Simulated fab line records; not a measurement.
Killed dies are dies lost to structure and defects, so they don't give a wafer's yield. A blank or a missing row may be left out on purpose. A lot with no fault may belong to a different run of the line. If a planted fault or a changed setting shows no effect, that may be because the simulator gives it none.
fab line records	flow sky130
record: lots: 24	wafers: 72	last_day: 50
route steps=708 shown NWELL@34 POLY_CUT@319 LI_CONTACT@374 LOCAL_INTERCONNECT@398 CONTACT@421
lots that met no fault: from a run of the same line without faults
start_h: start of the lot's first displayed wafer, in hours after the record's first day	wait_h: hours elapsed since this lot's preceding step	" same as the row above	L1.1+2: a single row standing in for several wafers	- value missing, or start not given	* or withheld: withheld	< > ~ a bound
route shown NAME@n: NAME is a module with steps in the file, n the number in the route of the first one	usual: average and standard deviation across the fault-free wafers	same: alike in all rows	chamber/n: place in a boat	sites: each site's reading	_std_site: standard deviation of those values	_edge_site: the outer-site mean with the inner-site mean subtracted	radius_mm: how far each site lies from the wafer's centre	mask NAME#n: copy n	behind: the last tool/chamber to shape the wafer	hold: why the lot went on hold/how many hours it stayed there/how the hold came to an end	device: transistor that didn't switch, given as n, p or np	end of line: tests run on the same wafers once the route is complete	for a step that has no rows: nothing shown but its recipe	killed: not the wafer's yield, but the dies lost to structure and defects at the first sort	map: a wafer's dies, marking killed ones x, the rest . and places with no die _
set.NAME: setting as actually run; set.NAME@STEP: the setting as run at that earlier step	model.NAME: the simulator's own value behind a step, which no gauge read
a sample of lots followed through the steps of the route, with each step as a table and each wafer as a row
services: from which hour (start_h, from the record's first day; less than 0 if before it) a tool's chamber was out of use, for how many hours, and why
== steps ==
step: SKY_NWELL_THK_MEAS_02
recipe: reads: SiO2_of_NWELL_OXIDATION_01
usual: NWELL_OXIDATION_THK: 9.98/0.15
lot.wafer	tool	chamber	start_h	wait_h	NWELL_OXIDATION_THK[nm]
L074.2	film_metro-02	-	34.52	0.0	10.00
L074.3	"	-	"	"	10.07
L074.4	"	-	"	"	9.92
L075.3	film_metro-01	-	41.63	0.0	10.02
L075.5	"	-	"	"	9.96
L075.6	"	-	"	"	9.97
L076.3	film_metro-02	-	45.43	0.0	10.02
L076.4	"	-	"	"	9.94
L076.6	"	-	"	"	10.08
L077.2	film_metro-02	-	55.04	0.0	10.21
L077.3	"	-	"	"	10.03
L077.6	"	-	"	"	10.19
L078.1	film_metro-02	-	60.79	0.0	9.86
L078.4	"	-	"	"	9.76
L078.6	"	-	"	"	9.75
L079.1	film_metro-01	-	64.94	0.0	9.78
L079.2	"	-	"	"	10.05
L079.4	"	-	"	"	9.90
L080.2	film_metro-01	-	69.50	0.0	10.02
L080.3	"	-	"	"	9.88
L080.4	"	-	"	"	9.99
L081.3	film_metro-02	-	74.91	0.0	9.80
L081.4	"	-	"	"	9.77
L081.6	"	-	"	"	9.87
L082.2	film_metro-02	-	80.23	0.0	9.85
L082.4	"	-	"	"	9.95
L082.5	"	-	"	"	9.84
L083.4	film_metro-04	-	84.59	0.0	9.86
L083.5	"	-	"	"	9.76
L083.6	"	-	"	"	9.85
L084.4	film_metro-02	-	90.57	0.0	10.12
L084.5	"	-	"	"	10.06
L084.6	"	-	"	"	10.03
L085.1	film_metro-01	-	94.94	0.0	10.08
L085.2	"	-	"	"	10.06
L085.6	"	-	"	"	10.17
L086.3	film_metro-02	-	98.05	0.0	10.12
L086.4	"	-	"	"	10.06
L086.5	"	-	"	"	10.04
L087.1	film_metro-02	-	105.43	0.0	9.64
L087.3	"	-	"	"	9.66
L087.5	"	-	"	"	9.74
L088.2	film_metro-02	-	110.76	0.0	9.93
L088.3	"	-	"	"	10.07
L088.5	"	-	"	"	10.10
L089.2	film_metro-01	-	115.10	0.0	10.04
L089.4	"	-	"	"	10.17
L089.6	"	-	"	"	10.19
L090.1	film_metro-02	-	120.72	0.0	10.02
L090.4	"	-	"	"	10.05
L090.5	"	-	"	"	10.26
L091.2	film_metro-01	-	126.31	0.0	9.78
L091.5	"	-	"	"	9.76
L091.6	"	-	"	"	9.76
L092.1	film_metro-02	-	135.12	0.0	9.99
L092.4	"	-	"	"	9.93
L092.6	"	-	"	"	9.84
L093.2	film_metro-01	-	137.70	0.0	10.03
L093.4	"	-	"	"	9.84
L093.6	"	-	"	"	9.98
L094.3	film_metro-02	-	142.88	0.0	9.83
L094.4	"	-	"	"	9.93
L094.5	"	-	"	"	9.95
L095.1	film_metro-02	-	144.44	0.0	9.99
L095.2	"	-	"	"	10.06
L095.3	"	-	"	"	10.28
L096.1	film_metro-02	-	152.87	0.0	10.15
L096.2	"	-	"	"	10.14
L096.5	"	-	"	"	10.25
L097.1	film_metro-02	-	158.03	0.0	9.88
L097.3	"	-	"	"	9.95
L097.4	"	-	"	"	9.91
step: SKY_POLY_CUT_STRIP_12
recipe: chemistry: O2/N2	power_w: 1400	pressure_mtorr: 1500	platen_temp_c: withheld	o2_flow_sccm: 3000	n2_flow_sccm: 300	overash_fraction: 0.5
usual: drypump_motor_current_A: 5.7/0.42	o2_flow_sccm: 3001/9.2	oes_product_au: 0.453/0.0046	strip_time_to_endpoint_s: 5.373/0.016
lot.wafer	tool	chamber	start_h	wait_h	drypump_motor_current_A	o2_flow_sccm	oes_product_au	rf_hours_counter_h	strip_time_to_endpoint_s
L074.2	plasma_asher-03	0	552.40	0.0	5.8	3006	0.448	87	5.377
L074.3	"	1	"	"	6.5	2989	0.450	-	5.350
L074.4	"	0	"	"	5.8	3008	0.448	-	5.363
L075.3	plasma_asher-01	1	555.04	0.1	5.5	2995	0.451	-	5.394
L075.5	"	0	"	"	5.9	3003	0.450	-	5.391
L075.6	"	1	"	"	5.5	2991	0.448	-	5.352
L076.3	plasma_asher-02	1	562.30	0.1	5.5	3004	0.450	-	5.340
L076.4	"	0	"	"	5.0	3014	0.457	-	5.371
L076.6	"	1	"	"	5.5	3015	0.449	-	5.369
L079.1	plasma_asher-03	0	611.95	0.0	5.8	2998	0.458	93	5.378
L079.2	"	1	"	"	6.5	3012	0.450	93	5.364
L079.4	"	0	"	"	5.8	2992	0.455	-	5.351
L077.2	plasma_asher-01	1	614.44	0.0	5.5	2996	0.456	75	5.369
L077.3	"	0	"	"	6.0	3013	0.447	-	5.376
L077.6	"	0	"	"	6.0	2996	0.450	-	5.356
L078.1	plasma_asher-02	1	615.76	0.0	5.5	3010	0.456	53	5.391
L078.4	"	0	"	"	5.0	3009	0.456	-	5.387
L078.6	"	1	"	"	5.5	3008	0.458	-	5.380
L081.3	plasma_asher-03	1	618.09	0.1	6.5	3004	0.451	-	5.380
L081.4	"	0	"	"	5.8	2999	0.452	-	5.343
L081.6	"	1	"	"	6.5	2988	0.453	-	5.378
L080.2	plasma_asher-03	0	619.39	0.0	5.8	3000	0.445	94	5.390
L080.3	"	0	"	"	5.8	2994	0.456	-	5.355
L080.4	"	1	"	"	6.4	3012	0.449	-	5.370
L082.2	plasma_asher-03	0	628.14	0.0	5.8	2994	0.454	95	5.390
L082.4	"	0	"	"	5.8	2991	0.457	-	5.355
L082.5	"	0	"	"	5.8	2996	0.455	-	5.389
L083.4	plasma_asher-01	1	664.54	0.1	5.5	3009	0.452	-	5.361
L083.5	"	0	"	"	5.9	2983	0.455	-	5.382
L083.6	"	1	"	"	5.5	3005	0.450	-	5.388
L084.4	plasma_asher-03	0	665.24	0.1	5.8	2994	0.455	-	5.346
L084.5	"	1	"	"	6.5	3008	0.457	-	5.378
L084.6	"	0	"	"	5.8	2995	0.452	-	5.364
L086.3	plasma_asher-01	0	666.98	0.1	5.9	2994	0.465	-	5.354
L086.4	"	1	"	"	5.5	2995	0.449	-	5.352
L086.5	"	1	"	"	5.5	2988	0.457	-	5.358
L085.1	plasma_asher-02	1	668.99	0.0	5.5	2987	0.444	57	5.390
L085.2	"	0	"	"	5.0	2997	0.454	57	5.386
L085.6	"	1	"	"	5.5	3005	0.457	-	5.346
L087.1	plasma_asher-01	1	670.31	0.0	5.5	3000	0.459	81	5.393
L087.3	"	1	"	"	5.5	2988	0.462	-	5.419
L087.5	"	0	"	"	6.0	3018	0.452	-	5.393
L089.2	plasma_asher-02	1	675.71	0.0	5.5	3012	0.462	58	5.367
L089.4	"	1	"	"	5.5	2999	0.460	-	5.366
L089.6	"	1	"	"	5.5	3016	0.460	-	5.379
L088.2	plasma_asher-01	0	676.45	0.0	6.0	2998	0.461	82	5.357
L088.3	"	1	"	"	5.5	3010	0.453	-	5.372
L088.5	"	1	"	"	5.5	3001	0.449	-	5.381
L090.1	plasma_asher-01	1	689.30	0.0	5.5	3004	0.443	83	5.387
L090.4	"	0	"	"	6.0	2993	0.442	-	5.378
L090.5	"	1	"	"	5.5	3001	0.458	-	5.410
L091.2	plasma_asher-02	0	692.45	0.0	5.0	3001	0.452	60	5.375
L091.5	"	1	"	"	5.5	2983	0.460	-	5.381
L091.6	"	0	"	"	5.0	2998	0.449	-	5.365
L092.1	plasma_asher-02	0	703.14	0.0	5.1	2993	0.449	61	5.375
L092.4	"	0	"	"	5.0	3005	0.457	-	5.363
L092.6	"	1	"	"	5.5	2984	0.459	-	5.382
L094.3	plasma_asher-02	0	714.65	0.1	5.0	3016	0.455	-	5.371
L094.4	"	1	"	"	5.5	2997	0.452	-	5.375
L094.5	"	0	"	"	5.0	3004	0.456	-	5.377
L093.2	plasma_asher-01	1	718.65	0.0	5.5	3001	0.454	86	5.357
L093.4	"	1	"	"	5.5	2998	0.450	-	5.374
L093.6	"	1	"	"	5.5	2998	0.450	-	5.375
L095.1	plasma_asher-01	1	720.39	0.0	5.5	3000	0.452	86	5.359
L095.2	"	0	"	"	5.9	3005	0.442	86	5.354
L095.3	"	1	"	"	5.5	3005	0.452	-	5.364
L096.1	plasma_asher-01	0	736.29	0.0	5.9	2998	0.453	88	5.358
L096.2	"	1	"	"	5.5	3006	0.452	88	5.377
L096.5	"	1	"	"	5.5	2989	0.453	-	5.378
L097.1	plasma_asher-02	0	736.47	0.0	5.0	3013	0.454	64	5.390
L097.3	"	0	"	"	5.0	3013	0.465	-	5.393
L097.4	"	1	"	"	5.5	2985	0.456	-	5.383
step: SKY_LI_CONTACT_CD_MEAS_12
recipe: target_cd_nm: 170
usual: cd_nm: 170.1/1.6
lot.wafer	tool	chamber	start_h	wait_h	cd_nm
L074.2	cd_sem-02	-	671.14	-	168.9
L074.3	"	-	"	"	168.8
L074.4	"	-	"	"	169.7
L075.3	cd_sem-01	-	674.80	-	170.0
L075.5	"	-	"	"	171.5
L075.6	"	-	"	"	171.1
L076.3	cd_sem-02	-	679.25	-	167.8
L076.4	"	-	"	"	168.2
L076.6	"	-	"	"	167.0
L079.1	cd_sem-01	-	729.32	-	169.6
L079.2	"	-	"	"	169.8
L079.4	"	-	"	"	171.0
L077.2	cd_sem-02	-	732.03	-	172.6
L077.3	"	-	"	"	172.8
L077.6	"	-	"	"	171.7
L078.1	cd_sem-01	-	732.66	-	169.2
L078.4	"	-	"	"	168.6
L078.6	"	-	"	"	169.9
L081.3	cd_sem-02	-	733.95	-	172.2
L081.4	"	-	"	"	171.9
L081.6	"	-	"	"	172.9
L080.2	cd_sem-02	-	735.34	-	168.6
L080.3	"	-	"	"	170.5
L080.4	"	-	"	"	169.2
L082.2	cd_sem-02	-	742.53	-	171.2
L082.4	"	-	"	"	168.9
L082.5	"	-	"	"	171.2
L083.4	cd_sem-02	-	775.43	-	169.3
L083.5	"	-	"	"	169.2
L083.6	"	-	"	"	171.2
L084.4	cd_sem-01	-	776.82	-	167.7
L084.5	"	-	"	"	168.7
L084.6	"	-	"	"	168.4
L086.3	cd_sem-02	-	779.16	-	169.8
L086.4	"	-	"	"	170.2
L086.5	"	-	"	"	170.7
L085.1	cd_sem-02	-	781.08	-	171.3
L085.2	"	-	"	"	172.1
L085.6	"	-	"	"	170.3
L087.1	cd_sem-01	-	781.92	-	168.2
L087.3	"	-	"	"	169.9
L087.5	"	-	"	"	168.2
L089.2	cd_sem-01	-	788.59	-	170.0
L089.4	"	-	"	"	169.6
L089.6	"	-	"	"	168.6
L088.2	cd_sem-01	-	789.23	-	167.7
L088.3	"	-	"	"	167.2
L088.5	"	-	"	"	167.1
L090.1	cd_sem-01	-	798.73	-	168.8
L090.4	"	-	"	"	169.8
L090.5	"	-	"	"	170.4
L091.2	cd_sem-02	-	803.15	-	173.6
L091.5	"	-	"	"	173.0
L091.6	"	-	"	"	173.5
L092.1	cd_sem-01	-	812.28	-	172.5
L092.4	"	-	"	"	172.7
L092.6	"	-	"	"	171.9
L094.3	cd_sem-01	-	824.61	-	169.1
L094.4	"	-	"	"	170.6
L094.5	"	-	"	"	171.2
L093.2	cd_sem-02	-	828.29	-	170.4
L093.4	"	-	"	"	169.3
L093.6	"	-	"	"	168.9
L095.1	cd_sem-01	-	829.56	-	170.2
L095.2	"	-	"	"	171.6
L095.3	"	-	"	"	170.4
L096.1	cd_sem-02	-	844.87	-	168.4
L096.2	"	-	"	"	168.9
L096.5	"	-	"	"	170.3
L097.1	cd_sem-01	-	845.63	-	170.5
L097.3	"	-	"	"	168.1
L097.4	"	-	"	"	170.2
step: SKY_LOCAL_INTERCONNECT_CD_MEAS_11
recipe: target_cd_nm: 170
usual: cd_nm: 170.0/1.5
lot.wafer	tool	chamber	start_h	wait_h	cd_nm
L074.2	cd_sem-01	-	701.75	-	172.7
L074.3	"	-	"	"	171.3
L074.4	"	-	"	"	171.5
L075.3	cd_sem-01	-	704.81	-	171.9
L075.5	"	-	"	"	172.1
L075.6	"	-	"	"	171.9
L076.3	cd_sem-02	-	714.71	-	170.8
L076.4	"	-	"	"	172.4
L076.6	"	-	"	"	169.8
L079.1	cd_sem-01	-	757.16	-	169.7
L079.2	"	-	"	"	170.6
L079.4	"	-	"	"	171.4
L077.2	cd_sem-01	-	760.85	-	170.2
L077.3	"	-	"	"	170.1
L077.6	"	-	"	"	171.0
L078.1	cd_sem-02	-	761.42	-	170.9
L078.4	"	-	"	"	171.4
L078.6	"	-	"	"	171.7
L081.3	cd_sem-01	-	761.81	-	171.6
L081.4	"	-	"	"	170.2
L081.6	"	-	"	"	170.3
L080.2	cd_sem-02	-	763.68	-	170.2
L080.3	"	-	"	"	169.2
L080.4	"	-	"	"	169.6
L082.2	cd_sem-01	-	770.90	-	169.6
L082.4	"	-	"	"	171.6
L082.5	"	-	"	"	171.4
L083.4	cd_sem-01	-	804.27	-	171.4
L083.5	"	-	"	"	170.8
L083.6	"	-	"	"	171.8
L084.4	cd_sem-01	-	805.24	-	169.7
L084.5	"	-	"	"	170.4
L084.6	"	-	"	"	169.3
L086.3	cd_sem-02	-	807.75	-	169.8
L086.4	"	-	"	"	169.2
L086.5	"	-	"	"	168.0
L085.1	cd_sem-02	-	809.86	-	170.4
L085.2	"	-	"	"	171.2
L085.6	"	-	"	"	171.8
L087.1	cd_sem-01	-	810.21	-	167.4
L087.3	"	-	"	"	167.4
L087.5	"	-	"	"	166.9
L089.2	cd_sem-02	-	816.73	-	171.1
L089.4	"	-	"	"	170.2
L089.6	"	-	"	"	170.0
L088.2	cd_sem-02	-	817.40	-	167.3
L088.3	"	-	"	"	169.4
L088.5	"	-	"	"	168.4
L090.1	cd_sem-02	-	827.36	-	169.3
L090.4	"	-	"	"	169.6
L090.5	"	-	"	"	168.5
L091.2	cd_sem-01	-	831.34	-	168.6
L091.5	"	-	"	"	168.8
L091.6	"	-	"	"	167.7
L092.1	cd_sem-02	-	840.61	-	169.8
L092.4	"	-	"	"	168.7
L092.6	"	-	"	"	169.4
L094.3	cd_sem-02	-	852.17	-	173.2
L094.4	"	-	"	"	172.0
L094.5	"	-	"	"	171.5
L093.2	cd_sem-01	-	856.33	-	172.4
L093.4	"	-	"	"	173.9
L093.6	"	-	"	"	171.5
L095.1	cd_sem-01	-	857.96	-	169.5
L095.2	"	-	"	"	169.9
L095.3	"	-	"	"	170.5
L096.1	cd_sem-01	-	872.93	-	168.2
L096.2	"	-	"	"	167.5
L096.5	"	-	"	"	167.3
L097.1	cd_sem-02	-	873.77	-	169.5
L097.3	"	-	"	"	168.4
L097.4	"	-	"	"	169.0
step: SKY_CONTACT_OVL_MEAS_15
usual: CONTACT_OVL: -5/6.4
lot.wafer	tool	chamber	start_h	wait_h	CONTACT_OVL[nm]
L074.2	overlay-01	-	731.55	0.1	1
L074.3	"	-	"	"	-6
L074.4	"	-	"	"	-1
L075.3	overlay-02	-	734.74	0.1	1
L075.5	"	-	"	"	-2
L075.6	"	-	"	"	-2
L076.3	overlay-01	-	742.81	0.1	-4
L076.4	"	-	"	"	1
L076.6	"	-	"	"	-1
L079.1	overlay-01	-	786.05	0.1	-5
L079.2	"	-	"	"	-14
L079.4	"	-	"	"	-16
L077.2	overlay-02	-	790.63	0.1	4
L077.3	"	-	"	"	-3
L077.6	"	-	"	"	-1
L078.1	overlay-02	-	790.80	0.1	-15
L078.4	"	-	"	"	-10
L078.6	"	-	"	"	-15
L081.3	overlay-01	-	791.29	0.1	2
L081.4	"	-	"	"	4
L081.6	"	-	"	"	1
L080.2	overlay-02	-	793.03	0.1	-12
L080.3	"	-	"	"	-10
L080.4	"	-	"	"	-8
L082.2	overlay-01	-	799.03	0.1	-7
L082.4	"	-	"	"	0
L082.5	"	-	"	"	2
L083.4	overlay-01	-	831.92	0.1	-9
L083.5	"	-	"	"	1
L083.6	"	-	"	"	-10
L084.4	overlay-01	-	832.25	0.1	4
L084.5	"	-	"	"	3
L084.6	"	-	"	"	-1
L086.3	overlay-01	-	835.79	0.1	2
L086.4	"	-	"	"	2
L086.5	"	-	"	"	-4
L085.1	overlay-02	-	837.85	0.1	-2
L085.2	"	-	"	"	-7
L085.6	"	-	"	"	-1
L087.1	overlay-01	-	838.13	0.1	1
L087.3	"	-	"	"	14
L087.5	"	-	"	"	10
L089.2	overlay-01	-	844.18	0.1	-9
L089.4	"	-	"	"	-7
L089.6	"	-	"	"	1
L088.2	overlay-02	-	845.38	0.1	-9
L088.3	"	-	"	"	-5
L088.5	"	-	"	"	-4
L090.1	overlay-01	-	855.18	0.1	-4
L090.4	"	-	"	"	-1
L090.5	"	-	"	"	-8
L091.2	overlay-01	-	858.48	0.1	-7
L091.5	"	-	"	"	-9
L091.6	"	-	"	"	-4
L092.1	overlay-01	-	868.48	0.1	-4
L092.4	"	-	"	"	-12
L092.6	"	-	"	"	-15
L094.3	overlay-02	-	879.41	0.1	-3
L094.4	"	-	"	"	1
L094.5	"	-	"	"	-1
L093.2	overlay-01	-	884.53	0.1	-9
L093.4	"	-	"	"	-6
L093.6	"	-	"	"	-3
L095.1	overlay-02	-	885.85	0.1	-6
L095.2	"	-	"	"	-13
L095.3	"	-	"	"	-9
L096.1	overlay-01	-	899.83	0.1	-1
L096.2	"	-	"	"	-6
L096.5	"	-	"	"	5
L097.1	overlay-02	-	901.70	0.1	-11
L097.3	"	-	"	"	-10
L097.4	"	-	"	"	-12
step: SKY_CONTACT_STRIP_19
recipe: chemistry: O2/N2	power_w: 1400	pressure_mtorr: 1500	platen_temp_c: withheld	o2_flow_sccm: 3000	n2_flow_sccm: 300	overash_fraction: 0.5
usual: drypump_motor_current_A: 5.6/0.37	o2_flow_sccm: 2999/8.9	oes_product_au: 0.380/0.0053	strip_time_to_endpoint_s: 3.62/0.048
lot.wafer	tool	chamber	start_h	wait_h	drypump_motor_current_A	o2_flow_sccm	oes_product_au	rf_hours_counter_h	strip_time_to_endpoint_s
L074.2	plasma_asher-02	0	731.71	-	5.0	3009	0.382	64	3.66
L074.3	"	1	"	"	5.5	3000	0.396	-	3.69
L074.4	"	0	"	"	5.0	2999	0.376	-	3.61
L075.3	plasma_asher-01	1	734.93	-	5.5	2990	0.379	-	3.58
L075.5	"	0	"	"	5.9	2995	0.375	-	3.63
L075.6	"	1	"	"	5.5	2991	0.369	-	3.54
L076.3	plasma_asher-02	1	743.00	-	5.5	3000	0.389	-	3.67
L076.4	"	0	"	"	5.0	3003	0.378	-	3.65
L076.6	"	0	"	"	5.0	3010	0.384	-	3.60
L079.1	plasma_asher-02	1	786.22	-	5.5	2997	0.382	69	3.64
L079.2	"	0	"	"	5.0	3011	0.368	69	3.54
L079.4	"	1	"	"	5.5	3004	0.387	-	3.69
L077.2	plasma_asher-01	1	790.79	-	5.5	3003	0.381	93	3.61
L077.3	"	1	"	"	5.5	3000	0.382	-	3.66
L077.6	"	0	"	"	5.9	3007	0.380	-	3.61
L078.1	plasma_asher-01	0	790.97	-	5.9	2979	0.385	93	3.67
L078.4	"	1	"	"	5.5	3005	0.380	-	3.63
L078.6	"	1	"	"	5.5	3003	0.374	-	3.60
L081.3	plasma_asher-01	0	791.48	-	5.9	2991	0.378	-	3.69
L081.4	"	1	"	"	5.5	3003	0.370	-	3.53
L081.6	"	1	"	"	5.5	3001	0.379	-	3.52
L080.2	plasma_asher-04	0	793.20	-	6.2	3005	0.384	36	3.61
L080.3	"	1	"	"	5.2	2999	0.375	-	3.59
L080.4	"	0	"	"	6.2	3010	0.379	-	3.64
L082.2	plasma_asher-01	0	799.19	-	5.9	2995	0.375	94	3.60
L082.4	"	0	"	"	5.9	2995	0.382	-	3.62
L082.5	"	1	"	"	5.5	3020	0.377	-	3.61
L083.4	plasma_asher-02	1	832.11	-	5.5	2998	0.385	-	3.62
L083.5	"	1	"	"	5.5	3009	0.374	-	3.59
L083.6	"	0	"	"	5.0	3001	0.385	-	3.68
L084.4	plasma_asher-01	0	832.43	-	5.9	2983	0.375	-	3.57
L084.5	"	0	"	"	5.9	2993	0.385	-	3.58
L084.6	"	1	"	"	5.5	2996	0.377	-	3.55
L086.3	plasma_asher-02	0	836.04	-	5.0	2979	0.373	-	3.61
L086.4	"	1	"	"	5.5	3003	0.384	-	3.63
L086.5	"	0	"	"	5.0	2981	0.379	-	3.64
L085.1	plasma_asher-04	1	838.02	-	5.2	2992	0.379	40	3.67
L085.2	"	0	"	"	6.2	3017	0.383	40	3.69
L085.6	"	0	"	"	6.2	3011	0.380	-	3.67
L087.1	plasma_asher-01	0	838.30	-	5.9	3010	0.387	98	3.58
L087.3	"	0	"	"	5.9	3000	0.389	-	3.70
L087.5	"	1	"	"	5.5	3004	0.376	-	3.67
L089.2	plasma_asher-04	0	844.35	-	6.2	2998	0.377	41	3.63
L089.4	"	1	"	"	5.2	2998	0.392	-	3.66
L089.6	"	1	"	"	5.2	2993	0.383	-	3.64
L088.2	plasma_asher-02	1	845.55	-	5.5	2988	0.375	75	3.63
L088.3	"	1	"	"	5.5	2999	0.372	-	3.62
L088.5	"	0	"	"	5.0	2999	0.387	-	3.62
L090.1	plasma_asher-04	1	855.35	-	5.2	3007	0.377	42	3.54
L090.4	"	0	"	"	6.2	2994	0.382	-	3.56
L090.5	"	0	"	"	6.2	3000	0.377	-	3.53
L091.2	plasma_asher-02	1	858.65	-	5.5	2981	0.378	77	3.64
L091.5	"	0	"	"	5.0	2997	0.378	-	3.61
L091.6	"	1	"	"	5.5	2994	0.375	-	3.68
L092.1	plasma_asher-01	1	868.65	-	5.5	2999	0.382	101	3.56
L092.4	"	0	"	"	6.0	3013	0.376	-	3.59
L092.6	"	1	"	"	5.5	2999	0.378	-	3.59
L094.3	plasma_asher-01	1	879.60	-	5.5	3000	0.384	-	3.67
L094.4	"	0	"	"	5.9	2991	0.372	-	3.56
L094.5	"	1	"	"	5.5	2993	0.380	-	3.65
L093.2	plasma_asher-02	1	884.70	-	5.5	3003	0.378	79	3.55
L093.4	"	0	"	"	5.0	2987	0.382	-	3.67
L093.6	"	1	"	"	5.5	3013	0.386	-	3.57
L095.1	plasma_asher-04	1	886.02	-	5.2	3003	0.370	45	3.56
L095.2	"	0	"	"	6.1	2981	0.381	45	3.68
L095.3	"	1	"	"	5.2	2992	0.385	-	3.68
L096.1	plasma_asher-01	0	900.00	-	6.0	2996	0.379	104	3.57
L096.2	"	1	"	"	5.5	3000	0.380	104	3.58
L096.5	"	1	"	"	5.5	3000	0.380	-	3.70
L097.1	plasma_asher-04	0	901.87	-	6.2	2999	0.381	47	3.60
L097.3	"	0	"	"	6.2	2987	0.378	-	3.64
L097.4	"	1	"	"	5.2	2982	0.385	-	3.69
== services ==
tool	chamber	start_h	hours	kind
plasma_asher-03	-	533.54	4.5	repair
plasma_asher-01	-	545.24	8.8	repair
plasma_asher-03	-	575.71	2.8	pm
plasma_asher-01	-	580.48	28.1	pm
plasma_asher-03	-	587.50	3.2	repair
plasma_asher-02	-	595.22	2.8	pm
plasma_asher-04	-	718.99	2.8	pm
plasma_asher-03	-	733.75	9.0	pm
plasma_asher-03	0	733.75	9.0	vent_cycle
plasma_asher-03	1	733.75	9.0	vent_cycle
plasma_asher-03	0	742.75	-	clean
plasma_asher-03	1	742.75	-	clean
plasma_asher-03	-	760.75	1.3	repair
plasma_asher-03	-	765.17	0.7	repair
plasma_asher-03	-	767.88	2.0	repair
plasma_asher-04	-	796.31	0.5	repair
plasma_asher-03	-	828.68	3.6	repair
== key ==
fault none
